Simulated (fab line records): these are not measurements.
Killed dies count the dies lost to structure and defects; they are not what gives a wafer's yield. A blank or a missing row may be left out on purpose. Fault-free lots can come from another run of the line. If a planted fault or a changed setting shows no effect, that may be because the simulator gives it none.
Struck lot and sound lot, side by side -- flow sky130 -- 16 steps out of a route of 708
Sound: these wafers, L264.2, L264.3, L264.4. The struck wafers were L268.1, L268.3, L268.5. The cause is named last.
Each step with rows lists, per side, the tool, then ch with its chambers, then its first start. Under that, the readings that differ: sound wafers -- struck wafers -- difference of the means -- sigmas: that difference in standard deviations of wafers without a fault.
alike: a reading whose means differ by less than 2 such deviations, as well as words and numbers matching on both sides. not compared: withheld readings; readings where some wafer has no value; bounds like >300 that might hide an equal value; numbers whose values overlap and for which the record gives no deviation.
A row with sigmas, a row that says differs or no value, or rows on one side alone: a step with any of these is where the two part. Non-overlapping numbers with no deviation appear without sigmas and do not part them. A reading that every wafer of one side lacks parts them only if that side has two wafers or more.

SKY_VIA3_BOW_MEAS_03:
  sound on film-metro-01, day 39 01:22; struck on film-metro-02, day 40 08:22
  alike: VIA3_BOW
then, 8 steps without rows for these wafers: SKY_VIA3_DEHYDRATE_04 (time 60 s); SKY_VIA3_HMDS_05 (prime time 60 s); SKY_VIA3_COAT_06 (resist thk 60 nm); SKY_VIA3_COAT_07 (resist thk 450 nm); SKY_VIA3_SOFTBAKE_08 (time 90 s); SKY_VIA3_EXPOSE_09 (exposes mask VIM3, target cd 200 nm); SKY_VIA3_PEB_10; SKY_VIA3_DEVELOP_11 (develop time 60 s).
SKY_VIA3_CD_MEAS_12: the cd target is 200 nm.
  sound on cd-sem-01, day 40 01:53; struck on cd-sem-01, day 41 09:01
  alike: cd-nm
SKY_VIA3_OVL_MEAS_13:
  sound on overlay-01, day 40 01:59; struck on overlay-01, day 41 09:08
  alike: VIA3_OVL
SKY_VIA3_ETCH_14: etches BARC in N2/H2, stops on SiO2, time 45.9 s, target depth 60 nm.
  sound on rie-diel-03 ch 1,2,3, day 40 02:01; struck on rie-diel-02 ch 0,1,3, day 41 09:10
  alike: bias-w, chamber-pressure-mTorr, drypump-motor-current-A, oes-product-au, rf-fwd-power-W, throttle-valve-pct
  not compared: rf-hours-counter-h
SKY_VIA3_ETCH_15: etches SiO2 in C4F8/O2/Ar, stops on TiN, target depth 507 nm, time 78 s.
  sound on rie-diel-03 ch 1,2,3, day 40 02:04; struck on rie-diel-02 ch 0,1,3, day 41 09:13
  no value came back on the struck wafers for any of 5 readings (bias-w (W), chamber-pressure-mTorr (mTorr) and others); on the sound wafers bias-w (W) reads 1198 1200 1196
reading,sound,struck,difference,sigmas
model.KrF-thick_of_VIA3_COAT_07.thk-nm (nm),289.6 290.9 290.1,390.6 390 390.9,+100.3,
SKY_VIA3_STRIP_16: strips in O2/N2.
  sound on plasma-asher-04 ch 0,1, day 40 02:07; struck on plasma-asher-04 ch 0,1, day 41 09:16
reading,sound,struck,difference,sigmas
oes-product-au (a.u.),0.395 0.402 0.404,0.448 0.449 0.450,+0.049,+10
strip-time-to-endpoint-s (s),4.11 4.12 4.13,5.17 5.17 5.18,+1.05,+26
  alike: chamber-pressure-mTorr, drypump-motor-current-A
  not compared: rf-hours-counter-h
then, 1 step without rows for these wafers: SKY_VIA3_STRIP_17 (strips in post etch residue remover, time 1200 s).
-- the record jumps here: 6 days lie between the struck wafers' starts before and after (it left off in module VIA3 and takes up again in module PAD_OPEN, whose first step shown is number 708 of the route) --
SKY_PAD_OPEN_PROBE_99:
  sound on prober-01, day 46 05:50; struck on prober-02, day 47 07:23
reading,sound,struck,difference,sigmas
defect-limited-yield (%),83.7 79.9 83.9,0 0 0,-82,-43
killed_at_M0_to_M3,42 49 49,451 443 446,+400,+62
killed-dies,80 99 79,492 492 492,+406,+42
killed-on-rim,15 15 15,96 96 96,+81,+21
  alike: killed_at_M4_up, killed-at-contacts, killed-at-front-end, killed-at-other, killed-open, killed-short

## WHERE THEY PART
First at SKY_VIA3_ETCH_15; last, within this record, at SKY_PAD_OPEN_PROBE_99.

WHY: what the simulator had put in
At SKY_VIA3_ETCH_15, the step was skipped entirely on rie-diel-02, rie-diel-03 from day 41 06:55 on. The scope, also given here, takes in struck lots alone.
